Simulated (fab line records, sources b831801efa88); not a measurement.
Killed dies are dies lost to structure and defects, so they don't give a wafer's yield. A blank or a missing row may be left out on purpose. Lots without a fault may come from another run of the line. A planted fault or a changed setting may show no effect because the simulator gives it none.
Which tool did it? | flow gf180mcu | 13 lots, 39 wafers sampled, at 2 steps of a route of 602

WHAT THE GAUGES READ, wafer by wafer
GF_POLY_GATE_CD_MEAS_18.
lot  | measured     | on        | cd_nm (nm)
L664 | day 10 06:54 | cd_sem-02 | 279.7 279.6 282.4
L665 | day 10 16:47 | cd_sem-02 | 279.1 278.4 278.9
L667 | day 11 04:04 | cd_sem-01 | 280.8 281.6 279.7
L670 | day 11 21:15 | cd_sem-01 | 281.0 282.8 279.8
L672 | day 12 21:02 | cd_sem-02 | 279.6 278.0 277.7
L675 | day 13 14:43 | cd_sem-01 | 279.4 279.0 278.4
L676 | day 14 00:37 | cd_sem-01 | 280.4 279.8 280.5
L677 | day 14 07:56 | cd_sem-01 | 281.6 278.1 280.7
L680 | day 14 23:08 | cd_sem-01 | 279.7 277.4 276.6
L681 | day 15 06:52 | cd_sem-01 | 278.3 277.4 278.4
L682 | day 15 14:05 | cd_sem-01 | 279.0 279.1 278.2
L683 | day 15 23:40 | cd_sem-02 | 282.9 279.7 278.8
L684 | day 16 05:55 | cd_sem-01 | 281.8 282.9 279.0

WHICH TOOL RAN EACH LOT (tool, then ch and the chambers of the sampled wafers, then the start)
lot  | GF_POLY_GATE_STRIP_14
L664 | plasma_asher-04 ch 0,1, day 10 04:19
L665 | plasma_asher-03 ch 0,1, day 10 15:16
L667 | plasma_asher-03 ch 0,1, day 11 02:36
L670 | plasma_asher-02 ch 0,1, day 11 19:47
L672 | plasma_asher-03 ch 0,1, day 12 14:30
L675 | plasma_asher-03 ch 0,1, day 13 12:08
L676 | plasma_asher-04 ch 0,1, day 13 22:22
L677 | plasma_asher-02 ch 0,1, day 14 03:53
L680 | plasma_asher-02 ch 0,1, day 14 21:39
L681 | plasma_asher-02 ch 0,1, day 15 05:23
L682 | plasma_asher-02 ch 0,1, day 15 12:37
L683 | plasma_asher-04 ch 0,1, day 15 18:36
L684 | plasma_asher-04 ch 0,1, day 16 04:26
- GF_POLY_GATE_STRIP_14: strips in O2/N2.

WHAT THE TOOLS THEMSELVES READ (means of the sampled wafers that have a number; where no wafer has one, the mark that the record gives instead)
GF_POLY_GATE_STRIP_14.
lot  | tool            | drypump_motor_current_A (A) | heater_power_w (W) | oes_product_au (a.u.)
L664 | plasma_asher-04 | 5.5                         | 346                | 0.504
L665 | plasma_asher-03 | 5.7                         | 315                | 0.507
L667 | plasma_asher-03 | 5.5                         | 319                | 0.501
L670 | plasma_asher-02 | 5.9                         | 358                | 0.505
L672 | plasma_asher-03 | 5.7                         | 310                | 0.503
L675 | plasma_asher-03 | 5.5                         | 321                | 0.504
L676 | plasma_asher-04 | 5.5                         | 337                | 0.501
L677 | plasma_asher-02 | 6.3                         | 348                | 0.504
L680 | plasma_asher-02 | 6.3                         | 348                | 0.504
L681 | plasma_asher-02 | 5.9                         | 363                | 0.508
L682 | plasma_asher-02 | 5.9                         | 368                | 0.505
L683 | plasma_asher-04 | 5.5                         | 343                | 0.507
L684 | plasma_asher-04 | 5.6                         | 333                | 0.510

THE ANSWER, worked out from the rows above alone
Rule: what is usual is taken from the lots themselves. Put in order of their means at a reading, lots are off if they are a third of the lots or fewer, leave a main group of 4 or more, and stand apart from it by a gap of 3 or more times the standard deviation of the main group's means; of several such gaps the widest counts. A main group whose means are all the same, to the digits that the tables above print for the reading, isn't used. A lot without any number at a reading at which 4 lots or more have one is off too. The other lots that the step has rows for count as sound. The gauges are gone through in route order, then the tools' own readings, and for those a lot's mean is taken as printed above. The first step at which some lot is off is used, and at that step the reading that is off furthest; a lot without a number counts as furthest.
No lot is off at any reading shown: from this, nothing can be told.

WHAT THE SIMULATOR HAD PUT IN
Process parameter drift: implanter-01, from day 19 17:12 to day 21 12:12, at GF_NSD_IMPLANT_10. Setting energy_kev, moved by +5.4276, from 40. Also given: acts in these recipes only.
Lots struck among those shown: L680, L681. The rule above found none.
